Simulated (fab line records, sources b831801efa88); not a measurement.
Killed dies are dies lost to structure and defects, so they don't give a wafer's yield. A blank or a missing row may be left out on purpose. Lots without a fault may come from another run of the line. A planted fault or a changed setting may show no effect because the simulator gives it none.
fab line records | flow gf180mcu
record lots=13 wafers=39 last_day=34
route steps=602 shown NWELL@53 POLY_GATE@170 HV_LDD@185 CONTACT@292
lots that met no fault: from a run of the same line without faults
start_h: hours from the record's first day to the start of the lot's first wafer shown | wait_h: hours since the lot's step before | " the same as in the row above | L1.1+2: a row that stands for several wafers | - no value, or no start given | * or withheld: withheld | < > ~ a bound
route shown NAME@n: a module of which the file shows steps, and the number in the route of the first | usual: mean/standard deviation of fault-free wafers | same: alike in all rows | chamber/n: place in a boat | sites: the reading at each site | _std_site: their standard deviation | _edge_site: outer sites' mean less inner sites' | radius_mm: how far each site lies from the wafer's centre | mask NAME#n: copy n | behind: the tool/chamber that last shaped the wafer | hold: why the lot was held/for how many hours/how that ended | device: the transistor (n, p or np) that didn't switch | end of line: the same wafers' tests at the end of the route | a step without rows: its recipe alone | killed: dies lost to structure and defects at the first sort, not the wafer's yield | map: a wafer's dies, x killed, . not, _ none there
set.NAME: the setting as run; set.NAME@STEP: as run at that earlier step | model.NAME: the simulator's own value behind a step, which no gauge read
steps of the route over a sample of lots; a table a step, a row a wafer
services: from which hour (start_h, from the record's first day; less than 0 if before it) a tool's chamber was out of use, for how many hours, and why
## steps
# step GF_NWELL_TW_MEAS_11
# usual NWELL_TW=1593/13
# columns lot.wafer tool chamber start_h wait_h NWELL_TW
L105.3 film_metro-02 - 65.75 0.1 1574
L105.5 " - " " 1578
L105.6 " - " " 1577
L107.2 film_metro-02 - 78.39 0.1 1588
L107.4 " - " " 1589
L107.6 " - " " 1584
L108.1 film_metro-02 - 83.83 0.1 1586
L108.3 " - " " 1586
L108.6 " - " " 1582
L109.2 film_metro-02 - 88.49 0.1 1589
L109.4 " - " " 1585
L109.5 " - " " 1585
L110.3 film_metro-02 - 94.65 0.1 1591
L110.4 " - " " 1585
L110.5 " - " " 1588
L112.3 film_metro-01 - 106.78 0.1 1599
L112.4 " - " " 1603
L112.5 " - " " 1608
L113.1 film_metro-01 - 113.51 0.1 1598
L113.5 " - " " 1599
L113.6 " - " " 1592
L114.1 film_metro-01 - 116.76 0.1 1606
L114.2 " - " " 1605
L114.4 " - " " 1603
L121.1 film_metro-01 - 153.66 0.1 1594
L121.3 " - " " 1588
L121.6 " - " " 1600
L122.2 film_metro-01 - 158.94 0.1 1606
L122.4 " - " " 1605
L122.6 " - " " 1602
L123.1 film_metro-02 - 164.21 0.1 1581
L123.2 " - " " 1592
L123.3 " - " " 1569
L124.1 film_metro-01 - 170.81 0.1 1607
L124.3 " - " " 1612
L124.5 " - " " 1607
L125.2 film_metro-01 - 174.44 0.1 1613
L125.3 " - " " 1614
L125.4 " - " " 1606
# step GF_POLY_GATE_ETCH_13
# recipe target=poly-Si target_depth_nm=198.5 stop_on=SiO2 over_etch_frac=0.403 chemistry=HBr/Cl2 icp_w=400 bias_w=100 pressure_mtorr=10 HBr_flow_sccm=150 Cl2_flow_sccm=50 time_s=69.6
# usual HBr_flow_sccm=150.0/0.47 drypump_motor_current_A=6.0/0.3 oes_product_au=0.993/0.0077 throttle_valve_pct=33.683/0.0084
# columns lot.wafer tool chamber start_h wait_h HBr_flow_sccm drypump_motor_current_A oes_product_au rf_hours_counter_h throttle_valve_pct
L105.3 rie_si-01 0 210.74 - 150.5 6.0 1.000 114 33.688
L105.5 " 3 " " 149.5 6.1 0.991 - 33.670
L105.6 " 0 " " 150.1 6.1 0.999 - 33.676
L107.2 rie_si-02 1 225.70 - 150.4 5.7 0.999 2 33.694
L107.4 " 3 " " 150.8 6.2 1.011 98 33.672
L107.6 " 0 " " 149.9 6.5 1.012 - 33.691
L108.1 rie_si-01 1 233.70 - 150.6 5.4 0.998 27 33.693
L108.3 " 2 " " 149.4 6.3 1.001 10 33.675
L108.6 " 0 " " 150.0 6.0 0.996 - 33.689
L109.2 rie_si-01 2 239.75 - 150.2 6.3 0.977 10 33.674
L109.4 " 0 " " 150.8 6.0 0.984 114 33.689
L109.5 " 1 " " 150.0 5.5 0.986 - 33.689
L110.3 rie_si-02 1 247.65 - 150.2 5.8 0.998 2 33.687
L110.4 " 2 " " 150.2 5.9 0.997 2 33.677
L110.5 " 0 " " 149.4 6.5 1.000 - 33.686
L112.3 rie_si-01 2 263.69 - 149.5 6.3 0.993 10 33.687
L112.4 " 1 " " 150.2 5.4 0.981 27 33.682
L112.5 " 1 " " 150.0 5.4 0.979 - 33.678
L113.1 rie_si-01 2 270.94 - 150.0 6.3 0.989 10 33.694
L113.5 " 2 " " 149.7 6.3 0.986 - 33.670
L113.6 " 3 " " 150.4 6.1 0.990 - 33.675
L114.1 rie_si-01 2 274.19 - 150.7 6.3 0.985 10 33.685
L114.2 " 3 " " 149.4 6.1 0.988 2 33.661
L114.4 " 1 " " 150.0 5.4 0.986 28 33.678
L121.1 rie_si-02 1 322.60 - 150.3 5.8 1.000 3 33.671
L121.3 " 2 " " 149.3 5.9 0.992 2 33.702
L121.6 " 2 " " 150.3 5.9 0.995 - 33.692
L122.2 rie_si-01 2 331.44 - 150.3 6.3 0.987 11 33.690
L122.4 " 0 " " 151.1 6.0 0.993 1 33.674
L122.6 " 2 " " 149.5 6.3 0.987 - 33.693
L123.1 rie_si-01 0 340.79 - 149.7 6.1 0.993 1 33.683
L123.2 " 3 " " 150.3 6.1 0.987 3 33.686
L123.3 " 1 " " 149.9 5.5 0.979 28 33.695
L124.1 rie_si-02 2 346.44 - 148.7 5.8 0.988 2 33.694
L124.3 " 3 " " 149.3 6.1 0.986 0 33.666
L124.5 " 3 " " 149.6 6.1 0.980 - 33.700
L125.2 rie_si-02 0 351.94 - 150.4 6.5 0.993 19 33.689
L125.3 " 1 " " 150.0 5.7 0.988 3 33.683
L125.4 " 2 " " 149.5 5.9 0.988 2 33.676
# step GF_HV_LDD_IMPLANT_09
# recipe species=As energy_kev=40 dose_cm2=1e+14 tilt_deg=7
# usual beam_energy_keV=40.002/0.012
# columns lot.wafer tool chamber start_h wait_h beam_energy_keV
L105.3 implanter-02 0 229.59 0.1 39.993
L105.5 " 0 " " 40.001
L105.6 " 0 " " 40.004
L107.2 implanter-04 0 246.02 0.0 40.008
L107.4 " 0 " " 39.987
L107.6 " 0 " " 40.006
L108.1 implanter-02 0 253.94 0.0 39.985
L108.3 " 0 " " 39.991
L108.6 " 0 " " 39.999
L109.2 implanter-03 0 260.12 0.0 40.009
L109.4 " 0 " " 40.006
L109.5 " 0 " " 39.999
L110.3 implanter-02 0 267.84 0.1 40.004
L110.4 " 0 " " 40.013
L110.5 " 0 " " 39.997
L112.3 implanter-04 0 285.14 0.1 47.094
L112.4 " 0 " " 47.064
L112.5 " 0 " " 47.084
L113.1 implanter-04 0 292.74 0.0 47.071
L113.5 " 0 " " 47.085
L113.6 " 0 " " 47.067
L114.1 implanter-03 0 295.67 0.0 40.008
L114.2 " 0 " " 39.990
L114.4 " 0 " " 39.993
L121.1 implanter-02 0 346.27 0.0 40.000
L121.3 " 0 " " 39.988
L121.6 " 0 " " 40.008
L122.2 implanter-04 0 355.81 0.0 40.000
L122.4 " 0 " " 40.004
L122.6 " 0 " " 39.982
L123.1 implanter-04 0 364.99 0.0 39.993
L123.2 " 0 " " 40.015
L123.3 " 0 " " 40.008
L124.1 implanter-02 0 371.64 0.0 40.002
L124.3 " 0 " " 40.015
L124.5 " 0 " " 40.005
L125.2 implanter-03 0 376.16 0.0 40.020
L125.3 " 0 " " 40.012
L125.4 " 0 " " 40.021
# step GF_HV_LDD_TW_MEAS_11
# usual HV_LDD_TW=2426/24
# columns lot.wafer tool chamber start_h wait_h HV_LDD_TW
L105.3 film_metro-04 - 229.81 0.1 2408
L105.5 " - " " 2403
L105.6 " - " " 2396
L107.2 film_metro-02 - 246.25 0.1 2402
L107.4 " - " " 2406
L107.6 " - " " 2415
L108.1 film_metro-01 - 254.19 0.1 2465
L108.3 " - " " 2463
L108.6 " - " " 2464
L109.2 film_metro-04 - 260.35 0.1 2414
L109.4 " - " " 2406
L109.5 " - " " 2424
L110.3 film_metro-04 - 268.06 0.1 2405
L110.4 " - " " 2413
L110.5 " - " " 2408
L112.3 film_metro-04 - 285.36 0.1 2520
L112.4 " - " " 2523
L112.5 " - " " 2518
L113.1 film_metro-04 - 292.99 0.1 2515
L113.5 " - " " 2511
L113.6 " - " " 2540
L114.1 film_metro-01 - 295.92 0.1 2477
L114.2 " - " " 2462
L114.4 " - " " 2465
L121.1 film_metro-01 - 346.52 0.1 2452
L121.3 " - " " 2467
L121.6 " - " " 2456
L122.2 film_metro-02 - 356.05 0.1 2407
L122.4 " - " " 2421
L122.6 " - " " 2419
L123.1 film_metro-01 - 365.24 0.1 2450
L123.2 " - " " 2457
L123.3 " - " " 2474
L124.1 film_metro-04 - 371.89 0.1 2402
L124.3 " - " " 2412
L124.5 " - " " 2407
L125.2 film_metro-02 - 376.40 0.1 2405
L125.3 " - " " 2416
L125.4 " - " " 2425
# step GF_HV_LDD_RS_MEAS_53
# recipe thk_meas_gauge=four-point-probe
# usual HV_LDD_RS=417.8/0.94
# columns lot.wafer tool chamber start_h wait_h HV_LDD_RS[ohm/sq]
L105.3 film_metro-04 - 288.11 0.1 418.6
L105.5 " - " " 417.0
L105.6 " - " " 417.4
L107.2 film_metro-02 - 305.99 0.1 416.8
L107.4 " - " " 418.0
L107.6 " - " " 416.3
L108.1 film_metro-01 - 315.67 0.1 419.4
L108.3 " - " " 418.4
L108.6 " - " " 418.5
L109.2 film_metro-04 - 322.14 0.1 416.6
L109.4 " - " " 416.6
L109.5 " - " " 416.2
L110.3 film_metro-02 - 330.40 0.1 416.3
L110.4 " - " " 416.8
L110.5 " - " " 417.1
L112.3 film_metro-02 - 347.81 0.1 414.4
L112.4 " - " " 413.5
L112.5 " - " " 414.7
L113.1 film_metro-04 - 356.12 0.1 414.2
L113.5 " - " " 414.0
L113.6 " - " " 414.2
L114.1 film_metro-02 - 360.20 0.1 418.4
L114.2 " - " " 417.8
L114.4 " - " " 418.5
L121.1 film_metro-04 - 415.40 0.1 420.0
L121.3 " - " " 419.6
L121.6 " - " " 420.3
L122.2 film_metro-04 - 424.79 0.1 419.6
L122.4 " - " " 417.8
L122.6 " - " " 419.5
L123.1 film_metro-01 - 435.92 0.1 416.6
L123.2 " - " " 417.4
L123.3 " - " " 416.8
L124.1 film_metro-04 - 442.15 0.1 418.5
L124.3 " - " " 418.3
L124.5 " - " " 418.5
L125.2 film_metro-02 - 447.12 0.1 418.5
L125.3 " - " " 419.2
L125.4 " - " " 418.2
# step GF_CONTACT_BOW_MEAS_05
# recipe mode=bow
# usual CONTACT_BOW=65/6.9
# columns lot.wafer tool chamber start_h wait_h CONTACT_BOW[um]
L105.3 film_metro-04 - 355.18 0.2 57
L105.5 " - " " 65
L105.6 " - " " 67
L107.2 film_metro-01 - 375.31 0.3 62
L107.4 " - " " 63
L107.6 " - " " 61
L108.1 film_metro-01 - 386.32 0.2 79
L108.3 " - " " 77
L108.6 " - " " 66
L109.2 film_metro-04 - 394.93 0.2 65
L109.4 " - " " 60
L109.5 " - " " 68
L110.3 film_metro-01 - 401.00 0.2 68
L110.4 " - " " 68
L110.5 " - " " 66
L112.3 film_metro-01 - 420.08 0.2 61
L112.4 " - " " 60
L112.5 " - " " 57
L113.1 film_metro-04 - 428.81 0.2 69
L113.5 " - " " 57
L113.6 " - " " 60
L114.1 film_metro-02 - 432.89 0.1 67
L114.2 " - " " 67
L114.4 " - " " 65
L121.1 film_metro-02 - 491.39 0.2 70
L121.3 " - " " 64
L121.6 " - " " 59
L122.2 film_metro-02 - 501.11 0.3 68
L122.4 " - " " 72
L122.6 " - " " 78
L123.1 film_metro-02 - 512.49 0.1 56
L123.2 " - " " 53
L123.3 " - " " 69
L124.1 film_metro-04 - 518.10 0.2 70
L124.3 " - " " 67
L124.5 " - " " 55
L125.2 film_metro-02 - 523.00 0.2 65
L125.3 " - " " 63
L125.4 " - " " 71
## services
# columns tool chamber start_h hours kind
implanter-04 - 187.01 3.4 repair
rie_si-01 1 189.22 4.0 repair
rie_si-01 1 200.47 2.8 repair
implanter-02 - 212.87 2.7 pm
rie_si-02 2 213.17 1.8 repair
rie_si-02 2 216.69 5.8 repair
implanter-04 - 230.23 3.8 pm
rie_si-01 0 243.07 - clean
rie_si-01 0 243.07 19.0 scheduled_down
rie_si-01 0 243.07 19.0 vent_cycle
implanter-04 - 249.38 2.3 repair
rie_si-02 - 263.40 15.6 pm
implanter-02 - 289.76 3.9 repair
rie_si-02 3 313.70 - clean
rie_si-02 3 313.70 14.7 scheduled_down
rie_si-02 3 313.70 14.7 vent_cycle
implanter-02 - 321.74 4.4 repair
implanter-02 - 339.89 1.6 repair
rie_si-02 0 342.24 6.3 repair
rie_si-01 0 355.86 8.2 repair
## key
first_sign step=GF_HV_LDD_IMPLANT_09 reading=beam_energy_keV direction=up sigmas=99+ usual=40.002 struck=47.078
effect step=GF_HV_LDD_TW_MEAS_11 reading=HV_LDD_TW direction=up sigmas=3.9 usual=2426 struck=2521
effect step=GF_HV_LDD_RS_MEAS_53 reading=HV_LDD_RS direction=down sigmas=3.9 usual=417.8 struck=414.2
met_at GF_HV_LDD_IMPLANT_09
struck_lots L112,L113
tester_left_out L112,L113
not_acting_at GF_NWELL_TW_MEAS_11,GF_POLY_GATE_ETCH_13,GF_CONTACT_BOW_MEAS_05
onset_between 246.02 285.14
fault kind=process_parameter_drift tool=implanter-04 chamber=- onset_h=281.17 steps=GF_HV_LDD_IMPLANT_09 channel=energy_kev offset=7.0795 shape=step end_h=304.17 acts_in=these_recipes_only stated=40
# tester_left_out: of these lots the tester's yield and bins aren't shown, on N5 and GAA mostly nor the transistor test; their killed dies are dies lost to structure and defects alone, not to doping, threshold or leakage, so they don't give the yield
